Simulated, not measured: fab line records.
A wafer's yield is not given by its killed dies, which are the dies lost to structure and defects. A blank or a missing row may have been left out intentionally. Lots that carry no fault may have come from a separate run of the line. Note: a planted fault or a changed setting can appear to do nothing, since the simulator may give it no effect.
fab line records / flow sky130
record: lots: 12 wafers: 36 last_day: 50
route steps=708 shown VT_ADJUST_LVTN@117 SONOS_ONO@181 GATE_OXIDE@198 POLY_GATE@227
lots that met no fault: from a run of the same line without faults
start_h: start of the lot's first displayed wafer, in hours after the record's first day / wait_h: how many hours have passed since the lot's step before this one / " unchanged from the row above / L1.1+2: one row covering several wafers at once / - no value, or no start given / * or withheld: withheld / < > ~ a bound
route shown NAME@n: names a module that has steps shown in the file, with the first one's number in the route / usual: mean/standard deviation taken from wafers without a fault / same: alike in all rows / chamber/n: place in a boat / sites: readings site by site / _std_site: standard deviation across them / _edge_site: the outer-site mean with the inner-site mean subtracted / radius_mm: for every site, how far away it sits from the centre of the wafer / mask NAME#n: copy n / behind: the most recent tool/chamber to have shaped the wafer / hold: the reason the lot was held/the length of the hold in hours/how it ended / device: names the non-switching transistor (n, p or np) / end of line: tests run on the same wafers once the route is complete / for a step that has no rows: nothing shown but its recipe / killed: at the first sort, the dies lost to defects and structure; wafer yield is something else / map: per-die view of a wafer (x killed, . not killed, _ where there is no die)
set.NAME: the setting that was run; set.NAME@STEP: the one run at that earlier step / model.NAME: the simulator's own value behind a step, which no gauge read
steps of the route over a sample of lots; a table a step, a row a wafer
services: when a tool's chamber went out of use (start_h, in hours from the record's first day, below 0 if earlier), for how many hours, and the reason
== steps ==
step: SKY_VT_ADJUST_LVTN_STRIP_20
recipe: chemistry: O2/N2 power_w: 1400 pressure_mtorr: 1500 platen_temp_c: withheld o2_flow_sccm: 3000 n2_flow_sccm: 300 overash_fraction: 0.5
usual: drypump_motor_current_A: 5.5/0.35 oes_product_au: 0.715/0.0046 strip_time_to_endpoint_s: 14.16/0.042
lot.wafer=L784.1 tool=plasma_asher-04 chamber=0 start_h=161.23 wait_h=0.1 drypump_motor_current_A=5.3 oes_product_au=0.715 rf_hours_counter_h=35 strip_time_to_endpoint_s=14.18
lot.wafer=L784.5 tool=plasma_asher-04 chamber=0 start_h=161.23 wait_h=0.1 drypump_motor_current_A=5.3 oes_product_au=0.718 rf_hours_counter_h=- strip_time_to_endpoint_s=14.15
lot.wafer=L784.6 tool=plasma_asher-04 chamber=1 start_h=161.23 wait_h=0.1 drypump_motor_current_A=5.0 oes_product_au=0.715 rf_hours_counter_h=- strip_time_to_endpoint_s=14.21
lot.wafer=L785.2 tool=plasma_asher-04 chamber=0 start_h=165.63 wait_h=0.1 drypump_motor_current_A=5.3 oes_product_au=0.716 rf_hours_counter_h=36 strip_time_to_endpoint_s=14.15
lot.wafer=L785.3 tool=plasma_asher-04 chamber=0 start_h=165.63 wait_h=0.1 drypump_motor_current_A=5.3 oes_product_au=0.710 rf_hours_counter_h=- strip_time_to_endpoint_s=14.14
lot.wafer=L785.5 tool=plasma_asher-04 chamber=1 start_h=165.63 wait_h=0.1 drypump_motor_current_A=5.0 oes_product_au=0.707 rf_hours_counter_h=- strip_time_to_endpoint_s=14.09
lot.wafer=L787.1 tool=plasma_asher-01 chamber=1 start_h=177.13 wait_h=0.1 drypump_motor_current_A=5.4 oes_product_au=0.725 rf_hours_counter_h=6 strip_time_to_endpoint_s=14.23
lot.wafer=L787.2 tool=plasma_asher-01 chamber=0 start_h=177.13 wait_h=0.1 drypump_motor_current_A=5.4 oes_product_au=0.719 rf_hours_counter_h=6 strip_time_to_endpoint_s=14.20
lot.wafer=L787.5 tool=plasma_asher-01 chamber=0 start_h=177.13 wait_h=0.1 drypump_motor_current_A=5.4 oes_product_au=0.717 rf_hours_counter_h=- strip_time_to_endpoint_s=14.20
lot.wafer=L788.1 tool=plasma_asher-01 chamber=1 start_h=184.38 wait_h=0.1 drypump_motor_current_A=5.5 oes_product_au=0.717 rf_hours_counter_h=6 strip_time_to_endpoint_s=14.15
lot.wafer=L788.5 tool=plasma_asher-01 chamber=0 start_h=184.38 wait_h=0.1 drypump_motor_current_A=5.4 oes_product_au=0.717 rf_hours_counter_h=- strip_time_to_endpoint_s=14.21
lot.wafer=L788.6 tool=plasma_asher-01 chamber=1 start_h=184.38 wait_h=0.1 drypump_motor_current_A=5.5 oes_product_au=0.722 rf_hours_counter_h=- strip_time_to_endpoint_s=14.18
lot.wafer=L791.2 tool=plasma_asher-04 chamber=0 start_h=209.08 wait_h=0.1 drypump_motor_current_A=5.3 oes_product_au=0.712 rf_hours_counter_h=40 strip_time_to_endpoint_s=14.11
lot.wafer=L791.3 tool=plasma_asher-04 chamber=0 start_h=209.08 wait_h=0.1 drypump_motor_current_A=5.3 oes_product_au=0.710 rf_hours_counter_h=- strip_time_to_endpoint_s=14.15
lot.wafer=L791.6 tool=plasma_asher-04 chamber=0 start_h=209.08 wait_h=0.1 drypump_motor_current_A=5.3 oes_product_au=0.709 rf_hours_counter_h=- strip_time_to_endpoint_s=14.16
lot.wafer=L797.3 tool=plasma_asher-03 chamber=0 start_h=271.40 wait_h=0.1 drypump_motor_current_A=6.0 oes_product_au=0.716 rf_hours_counter_h=- strip_time_to_endpoint_s=14.02
lot.wafer=L797.5 tool=plasma_asher-03 chamber=0 start_h=271.40 wait_h=0.1 drypump_motor_current_A=6.0 oes_product_au=0.717 rf_hours_counter_h=- strip_time_to_endpoint_s=14.08
lot.wafer=L797.6 tool=plasma_asher-03 chamber=1 start_h=271.40 wait_h=0.1 drypump_motor_current_A=5.9 oes_product_au=0.711 rf_hours_counter_h=- strip_time_to_endpoint_s=14.10
lot.wafer=L799.1 tool=plasma_asher-04 chamber=0 start_h=275.38 wait_h=0.1 drypump_motor_current_A=5.3 oes_product_au=0.717 rf_hours_counter_h=46 strip_time_to_endpoint_s=14.16
lot.wafer=L799.3 tool=plasma_asher-04 chamber=0 start_h=275.38 wait_h=0.1 drypump_motor_current_A=5.4 oes_product_au=0.717 rf_hours_counter_h=- strip_time_to_endpoint_s=14.17
lot.wafer=L799.5 tool=plasma_asher-04 chamber=0 start_h=275.38 wait_h=0.1 drypump_motor_current_A=5.4 oes_product_au=0.710 rf_hours_counter_h=- strip_time_to_endpoint_s=14.21
lot.wafer=L800.1 tool=plasma_asher-04 chamber=1 start_h=276.88 wait_h=0.1 drypump_motor_current_A=5.0 oes_product_au=0.710 rf_hours_counter_h=47 strip_time_to_endpoint_s=14.17
lot.wafer=L800.2 tool=plasma_asher-04 chamber=0 start_h=276.88 wait_h=0.1 drypump_motor_current_A=5.3 oes_product_au=0.716 rf_hours_counter_h=47 strip_time_to_endpoint_s=14.18
lot.wafer=L800.4 tool=plasma_asher-04 chamber=0 start_h=276.88 wait_h=0.1 drypump_motor_current_A=5.3 oes_product_au=0.717 rf_hours_counter_h=- strip_time_to_endpoint_s=14.13
lot.wafer=L802.1 tool=plasma_asher-03 chamber=0 start_h=285.53 wait_h=0.1 drypump_motor_current_A=6.0 oes_product_au=0.711 rf_hours_counter_h=59 strip_time_to_endpoint_s=14.15
lot.wafer=L802.2 tool=plasma_asher-03 chamber=1 start_h=285.53 wait_h=0.1 drypump_motor_current_A=5.9 oes_product_au=0.723 rf_hours_counter_h=59 strip_time_to_endpoint_s=14.14
lot.wafer=L802.6 tool=plasma_asher-03 chamber=0 start_h=285.53 wait_h=0.1 drypump_motor_current_A=6.0 oes_product_au=0.722 rf_hours_counter_h=- strip_time_to_endpoint_s=14.09
lot.wafer=L803.1 tool=plasma_asher-03 chamber=0 start_h=297.61 wait_h=0.1 drypump_motor_current_A=6.0 oes_product_au=0.723 rf_hours_counter_h=60 strip_time_to_endpoint_s=14.18
lot.wafer=L803.2 tool=plasma_asher-03 chamber=1 start_h=297.61 wait_h=0.1 drypump_motor_current_A=5.9 oes_product_au=0.714 rf_hours_counter_h=60 strip_time_to_endpoint_s=14.19
lot.wafer=L803.3 tool=plasma_asher-03 chamber=0 start_h=297.61 wait_h=0.1 drypump_motor_current_A=6.0 oes_product_au=0.720 rf_hours_counter_h=- strip_time_to_endpoint_s=14.20
lot.wafer=L804.4 tool=plasma_asher-04 chamber=0 start_h=299.86 wait_h=0.1 drypump_motor_current_A=5.4 oes_product_au=0.719 rf_hours_counter_h=- strip_time_to_endpoint_s=14.14
lot.wafer=L804.5 tool=plasma_asher-04 chamber=0 start_h=299.86 wait_h=0.1 drypump_motor_current_A=5.3 oes_product_au=0.700 rf_hours_counter_h=- strip_time_to_endpoint_s=14.08
lot.wafer=L804.6 tool=plasma_asher-04 chamber=1 start_h=299.86 wait_h=0.1 drypump_motor_current_A=5.0 oes_product_au=0.719 rf_hours_counter_h=- strip_time_to_endpoint_s=14.11
lot.wafer=L807.3 tool=plasma_asher-04 chamber=1 start_h=320.25 wait_h=0.1 drypump_motor_current_A=5.0 oes_product_au=0.714 rf_hours_counter_h=- strip_time_to_endpoint_s=14.12
lot.wafer=L807.5 tool=plasma_asher-04 chamber=0 start_h=320.25 wait_h=0.1 drypump_motor_current_A=5.3 oes_product_au=0.709 rf_hours_counter_h=- strip_time_to_endpoint_s=14.07
lot.wafer=L807.6 tool=plasma_asher-04 chamber=1 start_h=320.25 wait_h=0.1 drypump_motor_current_A=5.0 oes_product_au=0.719 rf_hours_counter_h=- strip_time_to_endpoint_s=14.12
step: SKY_SONOS_ONO_CD_MEAS_13
recipe: target_cd_nm: 410
usual: cd_nm: 410.2/2
lot.wafer=L784.1 tool=cd_sem-02 chamber=- start_h=278.45 wait_h=0.1 cd_nm=409.2
lot.wafer=L784.5 tool=cd_sem-02 chamber=- start_h=278.45 wait_h=0.1 cd_nm=408.1
lot.wafer=L784.6 tool=cd_sem-02 chamber=- start_h=278.45 wait_h=0.1 cd_nm=409.6
lot.wafer=L785.2 tool=cd_sem-01 chamber=- start_h=281.56 wait_h=0.1 cd_nm=409.0
lot.wafer=L785.3 tool=cd_sem-01 chamber=- start_h=281.56 wait_h=0.1 cd_nm=409.2
lot.wafer=L785.5 tool=cd_sem-01 chamber=- start_h=281.56 wait_h=0.1 cd_nm=407.9
lot.wafer=L787.1 tool=cd_sem-02 chamber=- start_h=298.69 wait_h=0.1 cd_nm=413.4
lot.wafer=L787.2 tool=cd_sem-02 chamber=- start_h=298.69 wait_h=0.1 cd_nm=413.4
lot.wafer=L787.5 tool=cd_sem-02 chamber=- start_h=298.69 wait_h=0.1 cd_nm=412.3
lot.wafer=L788.1 tool=cd_sem-02 chamber=- start_h=308.29 wait_h=0.1 cd_nm=410.5
lot.wafer=L788.5 tool=cd_sem-02 chamber=- start_h=308.29 wait_h=0.1 cd_nm=410.7
lot.wafer=L788.6 tool=cd_sem-02 chamber=- start_h=308.29 wait_h=0.1 cd_nm=411.2
lot.wafer=L791.2 tool=cd_sem-01 chamber=- start_h=337.21 wait_h=0.1 cd_nm=412.0
lot.wafer=L791.3 tool=cd_sem-01 chamber=- start_h=337.21 wait_h=0.1 cd_nm=411.2
lot.wafer=L791.6 tool=cd_sem-01 chamber=- start_h=337.21 wait_h=0.1 cd_nm=409.2
lot.wafer=L797.3 tool=cd_sem-01 chamber=- start_h=412.43 wait_h=0.1 cd_nm=407.4
lot.wafer=L797.5 tool=cd_sem-01 chamber=- start_h=412.43 wait_h=0.1 cd_nm=407.0
lot.wafer=L797.6 tool=cd_sem-01 chamber=- start_h=412.43 wait_h=0.1 cd_nm=407.8
lot.wafer=L799.1 tool=cd_sem-02 chamber=- start_h=417.44 wait_h=0.2 cd_nm=411.6
lot.wafer=L799.3 tool=cd_sem-02 chamber=- start_h=417.44 wait_h=0.2 cd_nm=410.0
lot.wafer=L799.5 tool=cd_sem-02 chamber=- start_h=417.44 wait_h=0.2 cd_nm=409.8
lot.wafer=L800.1 tool=cd_sem-02 chamber=- start_h=427.51 wait_h=0.1 cd_nm=410.4
lot.wafer=L800.2 tool=cd_sem-02 chamber=- start_h=427.51 wait_h=0.1 cd_nm=413.4
lot.wafer=L800.4 tool=cd_sem-02 chamber=- start_h=427.51 wait_h=0.1 cd_nm=410.7
lot.wafer=L802.1 tool=cd_sem-02 chamber=- start_h=433.65 wait_h=0.2 cd_nm=411.0
lot.wafer=L802.2 tool=cd_sem-02 chamber=- start_h=433.65 wait_h=0.2 cd_nm=412.8
lot.wafer=L802.6 tool=cd_sem-02 chamber=- start_h=433.65 wait_h=0.2 cd_nm=412.4
lot.wafer=L803.1 tool=cd_sem-02 chamber=- start_h=443.55 wait_h=0.1 cd_nm=409.5
lot.wafer=L803.2 tool=cd_sem-02 chamber=- start_h=443.55 wait_h=0.1 cd_nm=407.0
lot.wafer=L803.3 tool=cd_sem-02 chamber=- start_h=443.55 wait_h=0.1 cd_nm=408.1
lot.wafer=L804.4 tool=cd_sem-01 chamber=- start_h=447.16 wait_h=0.1 cd_nm=406.4
lot.wafer=L804.5 tool=cd_sem-01 chamber=- start_h=447.16 wait_h=0.1 cd_nm=404.4
lot.wafer=L804.6 tool=cd_sem-01 chamber=- start_h=447.16 wait_h=0.1 cd_nm=407.2
lot.wafer=L807.3 tool=cd_sem-02 chamber=- start_h=471.73 wait_h=0.1 cd_nm=409.6
lot.wafer=L807.5 tool=cd_sem-02 chamber=- start_h=471.73 wait_h=0.1 cd_nm=409.8
lot.wafer=L807.6 tool=cd_sem-02 chamber=- start_h=471.73 wait_h=0.1 cd_nm=408.4
step: SKY_GATE_OXIDE_IMPLANT_11
recipe: species: B energy_kev: 10 dose_cm2: 2.6e+12 tilt_deg: withheld
usual: beam_on_s: 10.01/0.2
same: implant_ion_amu: 11
lot.wafer=L784.1 tool=implanter-03 chamber=0 start_h=306.86 wait_h=0.0 beam_on_s=9.85
lot.wafer=L784.5 tool=implanter-03 chamber=0 start_h=306.86 wait_h=0.0 beam_on_s=10.12
lot.wafer=L784.6 tool=implanter-03 chamber=0 start_h=306.86 wait_h=0.0 beam_on_s=9.54
lot.wafer=L785.2 tool=implanter-03 chamber=0 start_h=309.29 wait_h=0.0 beam_on_s=10.45
lot.wafer=L785.3 tool=implanter-03 chamber=0 start_h=309.29 wait_h=0.0 beam_on_s=9.80
lot.wafer=L785.5 tool=implanter-03 chamber=0 start_h=309.29 wait_h=0.0 beam_on_s=10.15
lot.wafer=L787.1 tool=implanter-01 chamber=0 start_h=326.78 wait_h=0.0 beam_on_s=9.94
lot.wafer=L787.2 tool=implanter-01 chamber=0 start_h=326.78 wait_h=0.0 beam_on_s=10.13
lot.wafer=L787.5 tool=implanter-01 chamber=0 start_h=326.78 wait_h=0.0 beam_on_s=10.23
lot.wafer=L788.1 tool=implanter-01 chamber=0 start_h=336.51 wait_h=0.0 beam_on_s=10.11
lot.wafer=L788.5 tool=implanter-01 chamber=0 start_h=336.51 wait_h=0.0 beam_on_s=10.34
lot.wafer=L788.6 tool=implanter-01 chamber=0 start_h=336.51 wait_h=0.0 beam_on_s=10.01
lot.wafer=L791.2 tool=implanter-03 chamber=0 start_h=367.80 wait_h=0.0 beam_on_s=10.23
lot.wafer=L791.3 tool=implanter-03 chamber=0 start_h=367.80 wait_h=0.0 beam_on_s=9.86
lot.wafer=L791.6 tool=implanter-03 chamber=0 start_h=367.80 wait_h=0.0 beam_on_s=9.72
lot.wafer=L797.3 tool=implanter-02 chamber=0 start_h=445.43 wait_h=0.1 beam_on_s=10.30
lot.wafer=L797.5 tool=implanter-02 chamber=0 start_h=445.43 wait_h=0.1 beam_on_s=10.08
lot.wafer=L797.6 tool=implanter-02 chamber=0 start_h=445.43 wait_h=0.1 beam_on_s=9.68
lot.wafer=L797.3 tool=implanter-02 chamber=0 start_h=445.74 wait_h=0.3 beam_on_s=9.80
lot.wafer=L797.5 tool=implanter-02 chamber=0 start_h=445.74 wait_h=0.3 beam_on_s=10.06
lot.wafer=L797.6 tool=implanter-02 chamber=0 start_h=445.74 wait_h=0.3 beam_on_s=10.10
lot.wafer=L799.1 tool=implanter-02 chamber=0 start_h=450.61 wait_h=0.0 beam_on_s=10.15
lot.wafer=L799.3 tool=implanter-02 chamber=0 start_h=450.61 wait_h=0.0 beam_on_s=10.04
lot.wafer=L799.5 tool=implanter-02 chamber=0 start_h=450.61 wait_h=0.0 beam_on_s=9.92
lot.wafer=L799.1 tool=implanter-02 chamber=0 start_h=450.93 wait_h=0.3 beam_on_s=10.01
lot.wafer=L799.3 tool=implanter-02 chamber=0 start_h=450.93 wait_h=0.3 beam_on_s=9.46
lot.wafer=L799.5 tool=implanter-02 chamber=0 start_h=450.93 wait_h=0.3 beam_on_s=10.09
lot.wafer=L800.1 tool=implanter-01 chamber=0 start_h=459.68 wait_h=0.0 beam_on_s=10.30
lot.wafer=L800.2 tool=implanter-01 chamber=0 start_h=459.68 wait_h=0.0 beam_on_s=10.21
lot.wafer=L800.4 tool=implanter-01 chamber=0 start_h=459.68 wait_h=0.0 beam_on_s=10.02
lot.wafer=L802.1 tool=implanter-02 chamber=0 start_h=468.23 wait_h=0.0 beam_on_s=9.77
lot.wafer=L802.2 tool=implanter-02 chamber=0 start_h=468.23 wait_h=0.0 beam_on_s=10.12
lot.wafer=L802.6 tool=implanter-02 chamber=0 start_h=468.23 wait_h=0.0 beam_on_s=9.89
lot.wafer=L803.1 tool=implanter-01 chamber=0 start_h=475.72 wait_h=0.0 beam_on_s=9.94
lot.wafer=L803.2 tool=implanter-01 chamber=0 start_h=475.72 wait_h=0.0 beam_on_s=10.19
lot.wafer=L803.3 tool=implanter-01 chamber=0 start_h=475.72 wait_h=0.0 beam_on_s=10.18
lot.wafer=L804.4 tool=implanter-01 chamber=0 start_h=480.10 wait_h=0.1 beam_on_s=10.15
lot.wafer=L804.5 tool=implanter-01 chamber=0 start_h=480.10 wait_h=0.1 beam_on_s=9.81
lot.wafer=L804.6 tool=implanter-01 chamber=0 start_h=480.10 wait_h=0.1 beam_on_s=10.21
lot.wafer=L807.3 tool=implanter-01 chamber=0 start_h=504.52 wait_h=0.1 beam_on_s=10.05
lot.wafer=L807.5 tool=implanter-01 chamber=0 start_h=504.52 wait_h=0.1 beam_on_s=10.11
lot.wafer=L807.6 tool=implanter-01 chamber=0 start_h=504.52 wait_h=0.1 beam_on_s=9.93
step: SKY_GATE_OXIDE_TW_MEAS_14
usual: GATE_OXIDE_TW: 223.9/2.5
lot.wafer=L784.1 tool=film_metro-01 chamber=- start_h=307.22 wait_h=0.1 GATE_OXIDE_TW=220.1
lot.wafer=L784.5 tool=film_metro-01 chamber=- start_h=307.22 wait_h=0.1 GATE_OXIDE_TW=220.3
lot.wafer=L784.6 tool=film_metro-01 chamber=- start_h=307.22 wait_h=0.1 GATE_OXIDE_TW=221.6
lot.wafer=L785.2 tool=film_metro-03 chamber=- start_h=309.62 wait_h=0.1 GATE_OXIDE_TW=224.1
lot.wafer=L785.3 tool=film_metro-03 chamber=- start_h=309.62 wait_h=0.1 GATE_OXIDE_TW=223.1
lot.wafer=L785.5 tool=film_metro-03 chamber=- start_h=309.62 wait_h=0.1 GATE_OXIDE_TW=223.7
lot.wafer=L787.1 tool=film_metro-04 chamber=- start_h=327.13 wait_h=0.1 GATE_OXIDE_TW=227.2
lot.wafer=L787.2 tool=film_metro-04 chamber=- start_h=327.13 wait_h=0.1 GATE_OXIDE_TW=227.2
lot.wafer=L787.5 tool=film_metro-04 chamber=- start_h=327.13 wait_h=0.1 GATE_OXIDE_TW=226.9
lot.wafer=L788.1 tool=film_metro-04 chamber=- start_h=336.86 wait_h=0.1 GATE_OXIDE_TW=225.6
lot.wafer=L788.5 tool=film_metro-04 chamber=- start_h=336.86 wait_h=0.1 GATE_OXIDE_TW=226.5
lot.wafer=L788.6 tool=film_metro-04 chamber=- start_h=336.86 wait_h=0.1 GATE_OXIDE_TW=226.8
lot.wafer=L791.2 tool=film_metro-01 chamber=- start_h=368.14 wait_h=0.1 GATE_OXIDE_TW=222.5
lot.wafer=L791.3 tool=film_metro-01 chamber=- start_h=368.14 wait_h=0.1 GATE_OXIDE_TW=223.6
lot.wafer=L791.6 tool=film_metro-01 chamber=- start_h=368.14 wait_h=0.1 GATE_OXIDE_TW=221.3
lot.wafer=L797.3 tool=film_metro-04 chamber=- start_h=446.22 wait_h=0.1 GATE_OXIDE_TW=277.5
lot.wafer=L797.5 tool=film_metro-04 chamber=- start_h=446.22 wait_h=0.1 GATE_OXIDE_TW=278.6
lot.wafer=L797.6 tool=film_metro-04 chamber=- start_h=446.22 wait_h=0.1 GATE_OXIDE_TW=277.9
lot.wafer=L799.1 tool=film_metro-04 chamber=- start_h=451.28 wait_h=0.1 GATE_OXIDE_TW=276.8
lot.wafer=L799.3 tool=film_metro-04 chamber=- start_h=451.28 wait_h=0.1 GATE_OXIDE_TW=278.1
lot.wafer=L799.5 tool=film_metro-04 chamber=- start_h=451.28 wait_h=0.1 GATE_OXIDE_TW=277.1
lot.wafer=L800.1 tool=film_metro-03 chamber=- start_h=460.03 wait_h=0.1 GATE_OXIDE_TW=221.4
lot.wafer=L800.2 tool=film_metro-03 chamber=- start_h=460.03 wait_h=0.1 GATE_OXIDE_TW=222.7
lot.wafer=L800.4 tool=film_metro-03 chamber=- start_h=460.03 wait_h=0.1 GATE_OXIDE_TW=222.2
lot.wafer=L802.1 tool=film_metro-04 chamber=- start_h=468.59 wait_h=0.1 GATE_OXIDE_TW=226.7
lot.wafer=L802.2 tool=film_metro-04 chamber=- start_h=468.59 wait_h=0.1 GATE_OXIDE_TW=226.9
lot.wafer=L802.6 tool=film_metro-04 chamber=- start_h=468.59 wait_h=0.1 GATE_OXIDE_TW=226.4
lot.wafer=L803.1 tool=film_metro-04 chamber=- start_h=476.08 wait_h=0.1 GATE_OXIDE_TW=225.6
lot.wafer=L803.2 tool=film_metro-04 chamber=- start_h=476.08 wait_h=0.1 GATE_OXIDE_TW=225.8
lot.wafer=L803.3 tool=film_metro-04 chamber=- start_h=476.08 wait_h=0.1 GATE_OXIDE_TW=226.2
lot.wafer=L804.4 tool=film_metro-04 chamber=- start_h=480.41 wait_h=0.1 GATE_OXIDE_TW=226.2
lot.wafer=L804.5 tool=film_metro-04 chamber=- start_h=480.41 wait_h=0.1 GATE_OXIDE_TW=227.0
lot.wafer=L804.6 tool=film_metro-04 chamber=- start_h=480.41 wait_h=0.1 GATE_OXIDE_TW=227.5
lot.wafer=L807.3 tool=film_metro-01 chamber=- start_h=504.85 wait_h=0.1 GATE_OXIDE_TW=220.1
lot.wafer=L807.5 tool=film_metro-01 chamber=- start_h=504.85 wait_h=0.1 GATE_OXIDE_TW=221.1
lot.wafer=L807.6 tool=film_metro-01 chamber=- start_h=504.85 wait_h=0.1 GATE_OXIDE_TW=220.9
step: SKY_POLY_GATE_CD_MEAS_13
recipe: target_cd_nm: 150
usual: cd_nm: 150.2/1.2
lot.wafer=L784.1 tool=cd_sem-01 chamber=- start_h=368.20 wait_h=- cd_nm=148.5
lot.wafer=L784.5 tool=cd_sem-01 chamber=- start_h=368.20 wait_h=- cd_nm=148.5
lot.wafer=L784.6 tool=cd_sem-01 chamber=- start_h=368.20 wait_h=- cd_nm=149.2
lot.wafer=L785.2 tool=cd_sem-01 chamber=- start_h=370.77 wait_h=- cd_nm=149.7
lot.wafer=L785.3 tool=cd_sem-01 chamber=- start_h=370.77 wait_h=- cd_nm=149.2
lot.wafer=L785.5 tool=cd_sem-01 chamber=- start_h=370.77 wait_h=- cd_nm=149.4
lot.wafer=L787.1 tool=cd_sem-02 chamber=- start_h=391.55 wait_h=- cd_nm=151.5
lot.wafer=L787.2 tool=cd_sem-02 chamber=- start_h=391.55 wait_h=- cd_nm=151.2
lot.wafer=L787.5 tool=cd_sem-02 chamber=- start_h=391.55 wait_h=- cd_nm=151.7
lot.wafer=L788.1 tool=cd_sem-01 chamber=- start_h=398.53 wait_h=- cd_nm=150.3
lot.wafer=L788.5 tool=cd_sem-01 chamber=- start_h=398.53 wait_h=- cd_nm=150.1
lot.wafer=L788.6 tool=cd_sem-01 chamber=- start_h=398.53 wait_h=- cd_nm=150.7
lot.wafer=L791.2 tool=cd_sem-02 chamber=- start_h=434.16 wait_h=- cd_nm=151.1
lot.wafer=L791.3 tool=cd_sem-02 chamber=- start_h=434.16 wait_h=- cd_nm=151.7
lot.wafer=L791.6 tool=cd_sem-02 chamber=- start_h=434.16 wait_h=- cd_nm=151.2
lot.wafer=L797.3 tool=cd_sem-01 chamber=- start_h=511.94 wait_h=- cd_nm=150.0
lot.wafer=L797.5 tool=cd_sem-01 chamber=- start_h=511.94 wait_h=- cd_nm=151.1
lot.wafer=L797.6 tool=cd_sem-01 chamber=- start_h=511.94 wait_h=- cd_nm=150.3
lot.wafer=L799.1 tool=cd_sem-02 chamber=- start_h=518.20 wait_h=- cd_nm=150.2
lot.wafer=L799.3 tool=cd_sem-02 chamber=- start_h=518.20 wait_h=- cd_nm=151.2
lot.wafer=L799.5 tool=cd_sem-02 chamber=- start_h=518.20 wait_h=- cd_nm=150.5
lot.wafer=L800.1 tool=cd_sem-01 chamber=- start_h=527.99 wait_h=- cd_nm=148.5
lot.wafer=L800.2 tool=cd_sem-01 chamber=- start_h=527.99 wait_h=- cd_nm=148.5
lot.wafer=L800.4 tool=cd_sem-01 chamber=- start_h=527.99 wait_h=- cd_nm=150.3
lot.wafer=L802.1 tool=cd_sem-01 chamber=- start_h=534.25 wait_h=- cd_nm=150.1
lot.wafer=L802.2 tool=cd_sem-01 chamber=- start_h=534.25 wait_h=- cd_nm=150.7
lot.wafer=L802.6 tool=cd_sem-01 chamber=- start_h=534.25 wait_h=- cd_nm=151.0
lot.wafer=L803.1 tool=cd_sem-01 chamber=- start_h=542.57 wait_h=- cd_nm=151.2
lot.wafer=L803.2 tool=cd_sem-01 chamber=- start_h=542.57 wait_h=- cd_nm=151.0
lot.wafer=L803.3 tool=cd_sem-01 chamber=- start_h=542.57 wait_h=- cd_nm=150.1
lot.wafer=L804.4 tool=cd_sem-01 chamber=- start_h=547.99 wait_h=- cd_nm=150.4
lot.wafer=L804.5 tool=cd_sem-01 chamber=- start_h=547.99 wait_h=- cd_nm=150.5
lot.wafer=L804.6 tool=cd_sem-01 chamber=- start_h=547.99 wait_h=- cd_nm=150.2
lot.wafer=L807.3 tool=cd_sem-02 chamber=- start_h=569.88 wait_h=- cd_nm=149.4
lot.wafer=L807.5 tool=cd_sem-02 chamber=- start_h=569.88 wait_h=- cd_nm=150.2
lot.wafer=L807.6 tool=cd_sem-02 chamber=- start_h=569.88 wait_h=- cd_nm=148.5
== services ==
tool=implanter-01 chamber=- start_h=172.42 hours=5.5 kind=pm
tool=implanter-02 chamber=- start_h=185.39 hours=3.7 kind=repair
tool=implanter-02 chamber=- start_h=186.50 hours=4.1 kind=repair
tool=implanter-03 chamber=- start_h=254.54 hours=4.0 kind=pm
tool=implanter-02 chamber=- start_h=277.49 hours=3.7 kind=pm
tool=plasma_asher-03 chamber=- start_h=333.11 hours=1.4 kind=repair
tool=implanter-02 chamber=- start_h=339.65 hours=2.0 kind=repair
tool=implanter-03 chamber=- start_h=350.38 hours=4.5 kind=repair
tool=plasma_asher-03 chamber=- start_h=421.25 hours=9.0 kind=pm
tool=plasma_asher-03 chamber=0 start_h=421.25 hours=9.0 kind=vent_cycle
tool=plasma_asher-03 chamber=1 start_h=421.25 hours=9.0 kind=vent_cycle
tool=implanter-03 chamber=- start_h=424.93 hours=2.9 kind=pm
tool=plasma_asher-03 chamber=0 start_h=430.25 hours=- kind=clean
tool=plasma_asher-03 chamber=1 start_h=430.25 hours=- kind=clean
tool=plasma_asher-03 chamber=- start_h=433.32 hours=0.5 kind=repair
tool=implanter-03 chamber=- start_h=444.35 hours=1.0 kind=repair
tool=implanter-03 chamber=- start_h=458.56 hours=2.6 kind=repair
== key ==
first_sign: step: SKY_GATE_OXIDE_IMPLANT_11 reading: visit direction: added
effect: step: SKY_GATE_OXIDE_TW_MEAS_14 reading: GATE_OXIDE_TW direction: up sigmas: 22 usual: 223.9 struck: 277.7
met_at SKY_GATE_OXIDE_IMPLANT_11
struck_lots L797,L799
tester_left_out L797,L799
not_acting_at SKY_VT_ADJUST_LVTN_STRIP_20,SKY_SONOS_ONO_CD_MEAS_13,SKY_POLY_GATE_CD_MEAS_13
fault: kind: repeated_step_whole tool: implanter-01,implanter-02,implanter-03 chamber: - onset_h: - steps: SKY_GATE_OXIDE_IMPLANT_11 times: 1 scope: struck_lots_only
tester_left_out: of these lots the tester's yield and bins aren't shown, on N5 and GAA mostly nor the transistor test; their killed dies are dies lost to structure and defects alone, not to doping, threshold or leakage, so they don't give the yield
